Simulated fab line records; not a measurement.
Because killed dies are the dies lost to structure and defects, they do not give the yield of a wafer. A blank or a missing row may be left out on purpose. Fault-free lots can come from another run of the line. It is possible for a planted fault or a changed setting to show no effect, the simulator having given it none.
A struck lot beside a sound one :: flow sky130 :: 19 out of 708 route steps
Sound: these wafers, L216.3, L216.4, L216.6. The struck wafers were L221.3, L221.4, L221.5. At the end, the cause is stated.
Order at every step that has rows: each side's tool, ch and its chambers, its first start. Under that, the readings that differ: sound wafers :: struck wafers :: difference of the means :: sigmas: that difference in standard deviations of wafers without a fault.
alike: words and numbers the same on both sides, and readings whose means are apart by under 2 such deviations; not compared: readings that were withheld, readings missing a value for some wafer, numbers with overlapping values and no deviation given by the record, and bounds like >300 which may hide the same value.
A row with sigmas, a row that says differs or no value, or rows on one side alone: a step with any of these is where the two part. Non-overlapping numbers with no deviation appear without sigmas and do not part them. A reading missing from all wafers of one side parts the sides only when that side holds two or more wafers.

SKY_POLY_GATE_CD_MEAS_13: the cd target is 150 nm.
  struck on cd_sem-02, day 21 01:46; sound on cd_sem-02, day 18 07:20
  alike: cd_nm
SKY_POLY_GATE_OVL_MEAS_14:
  struck on overlay-01, day 21 01:52; sound on overlay-02, day 18 07:26
  alike: POLY_GATE_OVL
SKY_POLY_GATE_ETCH_15: etches BARC in N2/H2, stops on SiO2, time 118.5 s, target depth 110 nm.
  sound on rie_diel-01 ch 0,3, day 18 07:27; struck on rie_diel-02 ch 0,1,3, day 21 01:53
  alike: drypump_motor_current_A, oes_product_au, throttle_valve_pct
  not compared: rf_hours_counter_h
SKY_POLY_GATE_ETCH_16: etches Si3N4 in CH3F/O2, stops on poly-Si, time 147.5 s, target depth 75 nm.
  sound on rie_diel-01 ch 0,3, day 18 07:32; struck on rie_diel-02 ch 0,1,3, day 21 01:58
  alike: drypump_motor_current_A, oes_product_au, throttle_valve_pct
  not compared: rf_hours_counter_h
SKY_POLY_GATE_ETCH_17: etches poly-Si in HBr/Cl2, stops on SiO2, target depth 180 nm, time 70.5 s.
  sound on rie_si-02 ch 1,2, day 18 07:38; struck on rie_si-02 ch 1,2,3, day 21 02:04
  alike: drypump_motor_current_A, he_backside_leak_sccm, oes_product_au, throttle_valve_pct
  not compared: rf_hours_counter_h
SKY_POLY_GATE_STRIP_18: strips in O2/N2.
  sound on plasma_asher-02 ch 0,1, day 18 07:43; struck on plasma_asher-01 ch 0,1, day 21 02:09
  alike: drypump_motor_current_A, oes_product_au, strip_time_to_endpoint_s
  not compared: rf_hours_counter_h
then, 2 steps without rows for these wafers: SKY_POLY_GATE_CLEAN_19 (cleans in SC1/SC2, time 150 s); SKY_POLY_GATE_OXIDATION_20 (stabilise 600 s, purge 300 s, target thk 4 nm).
SKY_POLY_GATE_THK_MEAS_21:
  struck on film_metro-02, day 21 05:13; sound on film_metro-01, day 18 17:31
  alike: POLY_GATE_OXIDATION_THK
SKY_POLY_GATE_CD_MEAS_22:
  struck on cd_sem-02, day 21 05:29; sound on cd_sem-01, day 18 17:37
  alike: cd_nm
then, 2 steps without rows for these wafers: SKY_LDD_N_DEHYDRATE_00 (time 60 s); SKY_LDD_N_HMDS_01 (prime time 60 s).
SKY_LDD_N_COAT_02: resist thk 300 nm.
  sound on litho_track-02 ch 0, day 19 07:32; struck on litho_track-02 ch 0, day 21 20:53
reading: spin_speed_rpm (rpm)
sound: 2995.1 2997.5 2998.5
struck: 2929.2 2927.3 2928.7
difference: -68.6
sigmas: -34

reading: model.NOVOLAK_of_LDD_N_COAT_02.thk_nm (nm)
sound: 299.2 299.4 299.1
struck: 302.7 303.6 302.7
difference: +3.8
sigmas: 
  alike: chill_plate_temp_C
then, 3 steps without rows for these wafers: SKY_LDD_N_SOFTBAKE_03 (time 60 s); SKY_LDD_N_EXPOSE_04 (exposes mask NTM, target cd 840 nm); SKY_LDD_N_PEB_05.
SKY_LDD_N_DEVELOP_06: develop time 60 s.
  sound on litho_track-04 ch 0, day 19 22:47; struck on litho_track-02 ch 0, day 22 11:59
reading: model.NOVOLAK_of_LDD_N_COAT_02.thk_nm (nm)
sound: 298.8 299 298.7
struck: 302.3 303.2 302.3
difference: +3.8
sigmas: 
  alike: chill_plate_temp_C
SKY_LDD_N_OVL_MEAS_07:
  struck on overlay-01, day 22 12:07; sound on overlay-01, day 19 22:53
  alike: LDD_N_OVL
-- here the record skips 26 days between the struck wafers' starts before and after, leaving off in module LDD_N and picking up in module PAD_OPEN (first step shown: number 708 of the route) --
SKY_PAD_OPEN_PROBE_99:
  struck on prober-01, day 48 19:34; sound on prober-01, day 47 04:08
  alike: killed_at_M0_to_M3, killed_at_M4_up, killed_at_contacts, killed_at_front_end, killed_at_other, killed_dies, killed_on_rim, killed_open, killed_short

WHERE THEY PART
SKY_LDD_N_COAT_02 only, going by this record. Later steps at which nothing parts them and some readings are alike: SKY_LDD_N_DEVELOP_06, SKY_LDD_N_OVL_MEAS_07, SKY_PAD_OPEN_PROBE_99.

WHY: what the simulator had put in
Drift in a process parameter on litho_track-02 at SKY_LDD_N_COAT_02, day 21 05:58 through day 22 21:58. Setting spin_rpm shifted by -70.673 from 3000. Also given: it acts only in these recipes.
